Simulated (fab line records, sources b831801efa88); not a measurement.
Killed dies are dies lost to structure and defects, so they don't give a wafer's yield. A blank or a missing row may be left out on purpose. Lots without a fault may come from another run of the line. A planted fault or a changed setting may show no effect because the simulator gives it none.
fab line records | flow sfq_line
record lots=14 wafers=42 last_day=85
route steps=325 shown I6@266
lots that met no fault: from a run of the same line without faults
start_h: hours from the record's first day to the start of the lot's first wafer shown | wait_h: hours since the lot's step before | " the same as in the row above | L1.1+2: a row that stands for several wafers | - no value, or no start given | * or withheld: withheld | < > ~ a bound
route shown NAME@n: a module of which the file shows steps, and the number in the route of the first | usual: mean/standard deviation of fault-free wafers | same: alike in all rows | chamber/n: place in a boat | sites: the reading at each site | _std_site: their standard deviation | _edge_site: outer sites' mean less inner sites' | radius_mm: how far each site lies from the wafer's centre | mask NAME#n: copy n | behind: the tool/chamber that last shaped the wafer | hold: why the lot was held/for how many hours/how that ended | device: the transistor (n, p or np) that didn't switch | end of line: the same wafers' tests at the end of the route | a step without rows: its recipe alone | killed: dies lost to structure and defects at the first sort, not the wafer's yield | map: a wafer's dies, x killed, . not, _ none there
set.NAME: the setting as run; set.NAME@STEP: as run at that earlier step | model.NAME: the simulator's own value behind a step, which no gauge read
steps of the route over a sample of lots; a table a step, a row a wafer
services: from which hour (start_h, from the record's first day; less than 0 if before it) a tool's chamber was out of use, for how many hours, and why
## steps
# step SFQ_TRILAYER_I6_DEP_PECVD_165
# recipe material=SiO2 temp_c=150 time_s=111.11 pressure_torr=2.4 rf_w=183.3 precursor=SiH4/N2O target_thk_nm=500
# usual heater_power_outer_w=30/8.7 heater_power_w=83/14 rf_fwd_power_W=182.2/0.67 showerhead_vpp_V=838/33 susceptor_temp_C=149.99/0.15 throttle_valve_pct=24.5/1.9
# columns lot.wafer tool chamber start_h wait_h heater_power_outer_w heater_power_w rf_fwd_power_W showerhead_vpp_V susceptor_temp_C throttle_valve_pct
L855.1 pecvd-04 1 1571.67 0.0 26 73 181.6 831 150.08 23.6
L855.2 " 2 " " 42 105 181.7 820 150.06 22.5
L855.6 " 1 " " 28 74 182.7 795 150.10 23.7
L856.2 pecvd-01 2 1575.41 0.0 17 65 181.3 876 150.05 25.3
L856.3 " 0 " " 26 74 182.0 811 150.18 28.5
L856.4 " 2 " " 19 67 181.5 863 150.28 25.1
L858.2 pecvd-01 0 1580.31 0.0 25 75 181.4 807 149.72 28.4
L858.3 " 2 " " 18 67 180.5 874 150.17 25.4
L858.5 " 2 " " 19 70 181.3 880 150.30 25.1
L859.2 pecvd-02 0 1621.66 0.0 32 89 183.2 796 149.83 24.7
L859.4 " 0 " " 35 93 182.6 803 149.92 25.0
L859.6 " 0 " " 37 97 182.5 804 149.77 24.9
L860.4 pecvd-01 0 1624.10 0.0 27 77 181.9 800 149.97 28.3
L860.5 " 2 " " 18 66 181.5 874 149.78 25.2
L860.6 " 1 " " 25 76 182.9 853 150.18 23.4
L863.1 pecvd-02 1 1631.26 0.0 43 104 182.9 803 149.80 22.8
L863.3 " 0 " " 60 126 108.5 621 150.10 24.7
L863.4 " 2 " " 33 93 181.8 850 149.91 22.4
L864.2 pecvd-04 2 1633.66 0.0 48 113 182.5 819 149.93 22.4
L864.4 " 0 " " 30 66 181.7 884 150.04 23.8
L864.6 " 2 " " 50 117 182.8 831 149.96 22.6
L869.2 pecvd-02 0 1661.41 0.0 60 130 108.2 620 150.27 24.9
L869.5 " 2 " " 37 100 181.3 854 149.97 22.1
L869.6 " 1 " " 37 95 182.4 786 149.96 23.0
L870.1 pecvd-01 0 1662.61 0.0 23 72 182.1 829 150.10 28.5
L870.4 " 2 " " 19 69 182.4 869 149.92 25.2
L870.6 " 0 " " 25 74 181.6 807 150.21 28.3
L872.2 pecvd-01 0 1665.01 0.0 27 79 182.9 819 149.77 28.6
L872.4 " 1 " " 27 82 182.1 847 150.18 23.7
L872.5 " 0 " " 28 79 183.1 811 150.08 28.4
L873.4 pecvd-01 0 1667.45 0.0 31 82 182.9 812 150.08 28.4
L873.5 " 2 " " 19 67 182.8 873 149.85 25.2
L873.6 " 1 " " 24 78 182.3 852 150.00 23.6
L874.1 pecvd-04 1 1672.21 0.0 26 73 182.4 819 150.09 23.9
L874.2 " 2 " " 47 115 182.6 840 149.93 22.3
L874.6 " 1 " " 27 72 183.2 808 150.11 24.0
L877.4 pecvd-02 1 1739.57 0.0 42 101 181.7 788 150.11 22.6
L877.5 " 2 " " 40 101 181.1 868 150.06 22.6
L877.6 " 0 " " 38 102 181.7 793 150.24 24.7
L878.1 pecvd-01 2 1741.95 0.0 27 83 181.7 878 149.96 24.4
L878.5 " 1 " " 30 86 182.4 837 150.02 22.5
L878.6 " 2 " " 29 88 181.0 890 150.12 24.7
# step SFQ_TRILAYER_I6_CMP_CMP_166
# recipe material=SiO2 down_force_psi=3 platen_rpm=60 pad_velocity_m_s=0.94248
# usual motor_current_A=9.9/0.73 retaining_ring_pressure_frac=1.000/0.0052 time_to_endpoint_s=212/8.1
# columns lot.wafer tool chamber start_h wait_h motor_current_A retaining_ring_pressure_frac time_to_endpoint_s
L855.2 cmp-02 0 1572.24 0.5 10.0 0.995 222
L855.1 " 2 1573.24 1.5 9.0 1.007 217
L855.6 " 3 " " 9.7 0.998 217
L856.3 cmp-01 1 1575.49 0.0 9.7 0.995 200
L856.2 " 2 " " 9.9 1.002 192
L856.4 " 3 " " 9.7 0.998 215
L858.2 cmp-02 1 1580.89 0.5 9.3 0.996 223
L858.3 " 2 " " 8.8 1.000 212
L858.5 " 0 1582.39 2.0 10.3 0.999 226
L859.2 cmp-01 1 1659.24 37.5 10.0 1.002 193
L859.4 " 3 1660.24 38.5 9.6 0.994 219
L859.6 " 2 1661.74 40.0 10.0 0.997 209
L860.4 cmp-02 2 1666.34 42.2 9.1 1.009 222
L860.6 " 3 " " 10.5 0.996 223
L860.5 " 0 " " 10.3 1.002 225
L863.3 cmp-01 0 1674.24 42.9 11.5 0.998 142
L863.4 " 1 " " 9.8 0.990 204
L863.1 " 2 " " 10.0 0.997 199
L864.4 cmp-01 2 1677.24 43.5 11.0 1.008 218
L864.2 " 1 1678.74 45.0 10.8 0.992 205
L864.6 " 3 1679.74 46.0 9.4 1.000 214
L869.2 cmp-01 2 1702.24 40.8 10.7 0.997 153
L869.6 " 0 1703.24 41.7 10.6 1.008 209
L869.5 " 1 " " 10.2 0.993 209
L870.1 cmp-02 2 1703.84 41.2 8.2 0.989 212
L870.4 " 1 1705.34 42.7 9.4 0.993 219
L870.6 " 3 1706.34 43.7 10.2 1.000 213
L872.2 cmp-01 1 1708.24 43.2 10.8 0.990 197
L872.4 " 2 " " 10.7 0.998 207
L872.5 " 3 " " 9.6 1.002 210
L873.4 cmp-02 0 1712.84 45.4 10.3 0.998 217
L873.6 " 0 1714.84 47.4 10.6 0.997 222
L873.5 " 1 " " 8.9 1.001 216
L874.2 cmp-02 3 1718.84 46.6 10.7 1.005 206
L874.1 " 0 " " 9.6 0.997 207
L874.6 " 0 1721.34 49.1 10.5 1.000 215
L877.4 cmp-02 3 1745.84 6.2 10.4 1.001 214
L877.6 " 3 1747.84 8.2 10.7 0.999 210
L877.5 " 0 " " 9.6 0.990 227
L878.1 cmp-02 1 1749.34 7.3 8.8 1.002 213
L878.5 " 0 1750.84 8.8 10.4 0.998 217
L878.6 " 1 " " 9.1 1.000 224
## services
# columns tool chamber start_h hours kind
cmp-02 - 1550.12 1.4 repair
pecvd-01 - 1571.63 2.8 pm
cmp-02 - 1583.88 74.2 repair
cmp-01 - 1598.97 4.0 pm
cmp-01 - 1602.97 - consumable_replace:conditioner
cmp-01 - 1602.97 - consumable_replace:pad
pecvd-02 - 1609.11 5.3 repair
cmp-01 - 1609.97 2.5 repair
pecvd-02 - 1612.87 0.3 repair
pecvd-02 1 1616.68 11.2 repair
cmp-01 - 1627.45 4.8 pm
cmp-02 - 1658.86 1.1 repair
pecvd-02 0 1682.16 4.3 repair
pecvd-01 - 1686.25 14.0 pm
pecvd-01 0 1686.25 14.0 vent_cycle
pecvd-01 1 1686.25 14.0 vent_cycle
pecvd-01 2 1686.25 14.0 vent_cycle
pecvd-01 0 1700.25 - clean
pecvd-01 1 1700.25 - clean
pecvd-01 2 1700.25 - clean
cmp-01 - 1725.24 5.7 pm
## key
first_sign step=SFQ_TRILAYER_I6_DEP_PECVD_165 reading=rf_fwd_power_W direction=down sigmas=99+ usual=182.2 struck=108.4
effect step=SFQ_TRILAYER_I6_DEP_PECVD_165 reading=showerhead_vpp_V direction=down sigmas=6.7 usual=838 struck=621
effect step=SFQ_TRILAYER_I6_CMP_CMP_166 reading=time_to_endpoint_s direction=down sigmas=8 usual=* struck=*
met_at SFQ_TRILAYER_I6_DEP_PECVD_165
struck_lots L863,L869
struck_wafers L863.3,L869.2
onset_between 1621.66 1631.26
fault kind=process_parameter_drift tool=pecvd-02 chamber=0 onset_h=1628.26 steps=SFQ_TRILAYER_I6_DEP_PECVD_165 channel=rf_w offset=-73.32 shape=step end_h=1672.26 acts_in=these_recipes_only stated=183.3
